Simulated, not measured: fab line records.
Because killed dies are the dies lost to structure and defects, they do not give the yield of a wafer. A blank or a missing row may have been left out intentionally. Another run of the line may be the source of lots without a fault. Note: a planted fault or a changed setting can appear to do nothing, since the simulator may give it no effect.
What tool caused it? + flow gf180mcu + 42 wafers from 14 lots sampled at 5 of the route's 602 steps

WHAT THE GAUGES READ, wafer by wafer
The record lacks any reading of a measuring or inspecting step that a usual standard deviation could be used to judge.

TOOL THAT RAN EACH LOT (tool first, then ch and the chambers of the sampled wafers, then the start)
| lot  | GF_V5_CMP_04                  | GF_V5_ETCH_17                                 | GF_TOP_METAL_SPUTTER_00      | GF_TOP_METAL_SPUTTER_02      | GF_TOP_METAL_METAL_ETCH_16        |
|------|-------------------------------|-----------------------------------------------|------------------------------|------------------------------|-----------------------------------|
| L202 | cmp-01 ch 0,1,3, day 26 20:08 | rie-diel-02 ch 0,1,2, day 27 17:52 or earlier | pvd-sputter-04, day 27 17:52 | pvd-sputter-04, day 27 18:00 | rie-metal-02 ch 0,1, day 28 13:29 |
| L203 | cmp-02 ch 1,2, day 27 06:36   | rie-diel-03 ch 0,3, day 28 04:17 or earlier   | pvd-sputter-02, day 28 04:17 | pvd-sputter-02, day 28 04:25 | rie-metal-03 ch 0, day 29 00:01   |
| L205 | cmp-02 ch 1,2,3, day 27 12:16 | rie-diel-02 ch 0,1,2, day 28 09:38 or earlier | pvd-sputter-03, day 28 09:38 | pvd-sputter-03, day 28 09:46 | rie-metal-01 ch 0,1, day 29 05:31 |
| L206 | cmp-01 ch 0,3, day 27 19:35   | rie-diel-04 ch 1,2,3, day 28 17:40 or earlier | pvd-sputter-02, day 28 17:40 | pvd-sputter-02, day 28 17:48 | rie-metal-01 ch 0,1, day 29 13:32 |
| L207 | cmp-01 ch 1,3, day 27 23:25   | rie-diel-02 ch 1,2,3, day 28 20:47 or earlier | pvd-sputter-04, day 28 20:47 | pvd-sputter-04, day 28 20:55 | rie-metal-03 ch 0, day 29 15:59   |
| L208 | cmp-02 ch 0,3, day 28 17:32   | rie-diel-03 ch 1,2,3, day 29 14:33 or earlier | pvd-sputter-04, day 29 14:33 | pvd-sputter-04, day 29 14:41 | rie-metal-02 ch 0,1, day 30 10:01 |
| L212 | cmp-01 ch 0,2,3, day 29 18:38 | rie-diel-04 ch 0,1,2, day 30 14:41 or earlier | pvd-sputter-03, day 30 14:41 | pvd-sputter-03, day 30 14:49 | rie-metal-02 ch 0, day 31 08:34   |
| L215 | cmp-02 ch 0,2,3, day 30 21:24 | rie-diel-02 ch 1,2, day 31 16:11 or earlier   | pvd-sputter-04, day 31 16:11 | pvd-sputter-04, day 31 16:19 | rie-metal-01 ch 0, day 32 09:23   |
| L216 | cmp-01 ch 0,2, day 30 23:28   | rie-diel-04 ch 1,2,3, day 31 19:14 or earlier | pvd-sputter-02, day 31 19:14 | pvd-sputter-02, day 31 19:22 | rie-metal-01 ch 0, day 32 11:05   |
| L217 | cmp-01 ch 1,3, day 31 05:56   | rie-diel-04 ch 2,3, day 32 05:05 or earlier   | pvd-sputter-04, day 32 05:05 | pvd-sputter-04, day 32 05:13 | rie-metal-03 ch 0,1, day 32 19:55 |
| L221 | cmp-02 ch 0,2,3, day 32 06:26 | rie-diel-02 ch 0,1,3, day 32 23:54 or earlier | pvd-sputter-04, day 32 23:54 | pvd-sputter-04, day 33 00:02 | rie-metal-02 ch 0,1, day 33 15:53 |
| L222 | cmp-01 ch 2,3, day 32 08:19   | rie-diel-04 ch 2,3, day 33 02:25 or earlier   | pvd-sputter-04, day 33 02:25 | pvd-sputter-04, day 33 02:32 | rie-metal-02 ch 0, day 33 18:19   |
| L223 | cmp-02 ch 1,2,3, day 32 16:58 | rie-diel-02 ch 0,1,2, day 33 10:24 or earlier | pvd-sputter-04, day 33 10:24 | pvd-sputter-04, day 33 10:32 | rie-metal-03 ch 0,1, day 34 02:07 |
| L224 | cmp-02 ch 1,3, day 32 18:37   | rie-diel-03 ch 0,3, day 33 11:57 or earlier   | pvd-sputter-04, day 33 11:57 | pvd-sputter-04, day 33 12:05 | rie-metal-02 ch 0,1, day 34 03:19 |
- GF_V5_CMP_04: polishes SiO2.
- GF_V5_ETCH_17: etches SiO2 in C4F8/O2/Ar, stops on TiN, target depth 855 nm.
- GF_TOP_METAL_SPUTTER_00: material Ti, target thk 37.5 nm, time 150 s.
- GF_TOP_METAL_SPUTTER_02: material AlCu, target thk 900 nm, time 47.82 s.
- GF_TOP_METAL_METAL_ETCH_16: etches the open film in Cl2/BCl3, stops on SiO2, target depth 1077.5 nm, time 179.6 s.

WHAT THE TOOLS THEMSELVES READ (means of the sampled wafers that have a number; where no wafer has one, the mark that the record gives instead)
GF_V5_CMP_04.
| lot  | tool   | motor-current-A (A) |
|------|--------|---------------------|
| L202 | cmp-01 | 12.0                |
| L203 | cmp-02 | 12.2                |
| L205 | cmp-02 | 12.5                |
| L206 | cmp-01 | 10.9                |
| L207 | cmp-01 | 13.0                |
| L208 | cmp-02 | 13.4                |
| L212 | cmp-01 | 11.7                |
| L215 | cmp-02 | 12.7                |
| L216 | cmp-01 | 12.4                |
| L217 | cmp-01 | 12.7                |
| L221 | cmp-02 | 12.7                |
| L222 | cmp-01 | 11.9                |
| L223 | cmp-02 | 12.5                |
| L224 | cmp-02 | 11.7                |

GF_V5_ETCH_17.
| lot  | tool        | bias-w (W) | oes-product-au (a.u.) |
|------|-------------|------------|-----------------------|
| L202 | rie-diel-02 | 1199       | 0.857                 |
| L203 | rie-diel-03 | 1197       | 0.863                 |
| L205 | rie-diel-02 | 1200       | 0.862                 |
| L206 | rie-diel-04 | 1197       | 0.858                 |
| L207 | rie-diel-02 | 1201       | 0.857                 |
| L208 | rie-diel-03 | 1198       | 0.860                 |
| L212 | rie-diel-04 | 1200       | 0.856                 |
| L215 | rie-diel-02 | 1201       | 0.861                 |
| L216 | rie-diel-04 | 1201       | 0.860                 |
| L217 | rie-diel-04 | 1198       | 0.862                 |
| L221 | rie-diel-02 | 1200       | 0.861                 |
| L222 | rie-diel-04 | 1202       | 0.863                 |
| L223 | rie-diel-02 | 1196       | 0.857                 |
| L224 | rie-diel-03 | 1200       | 0.860                 |

GF_TOP_METAL_SPUTTER_00.
| lot  | tool           | cathode-dc-power-W (W) | chamber-pressure-pa (Pa) | substrate-temp-c (C) | throttle-valve-pct (%) |
|------|----------------|------------------------|--------------------------|----------------------|------------------------|
| L202 | pvd-sputter-04 | 4000.0                 | 1.997                    | 199.94               | 30.6                   |
| L203 | pvd-sputter-02 | 3999.9                 | 1.996                    | 200.04               | 30.8                   |
| L205 | pvd-sputter-03 | 3999.9                 | 1.995                    | 199.86               | 30.3                   |
| L206 | pvd-sputter-02 | 3999.2                 | 2.001                    | 200.03               | 30.7                   |
| L207 | pvd-sputter-04 | -                      | -                        | -                    | -                      |
| L208 | pvd-sputter-04 | -                      | -                        | -                    | -                      |
| L212 | pvd-sputter-03 | 3999.8                 | 1.999                    | 200.08               | 31.0                   |
| L215 | pvd-sputter-04 | 4000.0                 | 2.000                    | 199.90               | 30.1                   |
| L216 | pvd-sputter-02 | 3999.7                 | 1.996                    | 200.07               | 30.2                   |
| L217 | pvd-sputter-04 | 4000.0                 | 1.999                    | 200.16               | 31.0                   |
| L221 | pvd-sputter-04 | 3999.8                 | 2.000                    | 199.96               | 30.8                   |
| L222 | pvd-sputter-04 | 3999.8                 | 2.000                    | 199.88               | 30.5                   |
| L223 | pvd-sputter-04 | 4000.5                 | 1.999                    | 199.83               | 30.5                   |
| L224 | pvd-sputter-04 | 3999.2                 | 2.000                    | 199.99               | 31.2                   |

GF_TOP_METAL_SPUTTER_02.
| lot  | tool           | cathode-dc-power-W (W) | chamber-pressure-pa (Pa) | substrate-temp-c (C) | throttle-valve-pct (%) |
|------|----------------|------------------------|--------------------------|----------------------|------------------------|
| L202 | pvd-sputter-04 | 10599                  | 0.3003                   | 250.12               | 30.6                   |
| L203 | pvd-sputter-02 | 10600                  | 0.3002                   | 250.00               | 30.5                   |
| L205 | pvd-sputter-03 | 10601                  | 0.3000                   | 249.85               | 30.1                   |
| L206 | pvd-sputter-02 | 10600                  | 0.3001                   | 249.97               | 30.8                   |
| L207 | pvd-sputter-04 | 10600                  | 0.3004                   | 249.97               | 29.3                   |
| L208 | pvd-sputter-04 | 10602                  | 0.2996                   | 249.98               | 30.4                   |
| L212 | pvd-sputter-03 | 10600                  | 0.2998                   | 249.92               | 30.8                   |
| L215 | pvd-sputter-04 | 10599                  | 0.3002                   | 249.96               | 30.1                   |
| L216 | pvd-sputter-02 | 10600                  | 0.2995                   | 249.95               | 30.2                   |
| L217 | pvd-sputter-04 | 10600                  | 0.2998                   | 250.10               | 31.1                   |
| L221 | pvd-sputter-04 | 10600                  | 0.3006                   | 249.86               | 30.7                   |
| L222 | pvd-sputter-04 | 10600                  | 0.2995                   | 249.86               | 30.5                   |
| L223 | pvd-sputter-04 | 10601                  | 0.2999                   | 250.06               | 30.5                   |
| L224 | pvd-sputter-04 | 10599                  | 0.2998                   | 250.01               | 31.1                   |

GF_TOP_METAL_METAL_ETCH_16.
| lot  | tool         | bias-w (W) | drypump-motor-current-A (A) | oes-product-au (a.u.) | throttle-valve-pct (%) |
|------|--------------|------------|-----------------------------|-----------------------|------------------------|
| L202 | rie-metal-02 | 139.5      | 5.6                         | 0.958                 | 28.261                 |
| L203 | rie-metal-03 | 139.5      | 6.5                         | 0.965                 | 28.251                 |
| L205 | rie-metal-01 | 140.2      | 5.4                         | 0.965                 | 28.257                 |
| L206 | rie-metal-01 | 139.8      | 5.3                         | 0.968                 | 28.252                 |
| L207 | rie-metal-03 | 139.7      | 6.5                         | 0.936                 | 28.285                 |
| L208 | rie-metal-02 | 139.7      | 5.5                         | 0.946                 | 28.290                 |
| L212 | rie-metal-02 | 140.1      | 5.4                         | 0.973                 | 28.246                 |
| L215 | rie-metal-01 | 140.0      | 5.1                         | 0.970                 | 28.247                 |
| L216 | rie-metal-01 | 140.4      | 5.1                         | 0.961                 | 28.267                 |
| L217 | rie-metal-03 | 139.8      | 5.9                         | 0.962                 | 28.254                 |
| L221 | rie-metal-02 | 139.8      | 5.6                         | 0.968                 | 28.261                 |
| L222 | rie-metal-02 | 139.7      | 5.4                         | 0.960                 | 28.260                 |
| L223 | rie-metal-03 | 139.9      | 6.2                         | 0.969                 | 28.254                 |
| L224 | rie-metal-02 | 140.3      | 5.6                         | 0.962                 | 28.259                 |

THE ANSWER, worked out from the rows above alone
Rule: usual is defined by the lots themselves. Put in order of their means at a reading, lots are off if they are a third of the lots or fewer, leave a main group of 4 or more, and stand apart from it by a gap of 3 or more times the standard deviation of the main group's means; of several such gaps the widest counts. A main group whose means are all the same, to the digits that the tables above print for the reading, isn't used. A lot without any number at a reading at which 4 lots or more have one is off too. Where the step has rows for the other lots, those lots are counted as sound. Order of review: gauges by route order, followed by the tools' own readings, for which a lot's mean as printed above is used. At the first step where some lot is off, the reading lying furthest off is the one used; lots without a number count as furthest.
Off: L207, L208 (GF_TOP_METAL_SPUTTER_00, cathode-dc-power-W). Without a number there: L207, L208. The main group: mean 3999.8 W, standard deviation 0.34.
A tool fits if, at that step or a process step before it, it ran every lot that is off, and no sound lot after the first of them. GF_V5_ETCH_17: start missing for some lots; hours and lot order therefore follow GF_TOP_METAL_SPUTTER_00. None of those tried fits.

WHAT HAD BEEN PUT IN BY THE SIMULATOR
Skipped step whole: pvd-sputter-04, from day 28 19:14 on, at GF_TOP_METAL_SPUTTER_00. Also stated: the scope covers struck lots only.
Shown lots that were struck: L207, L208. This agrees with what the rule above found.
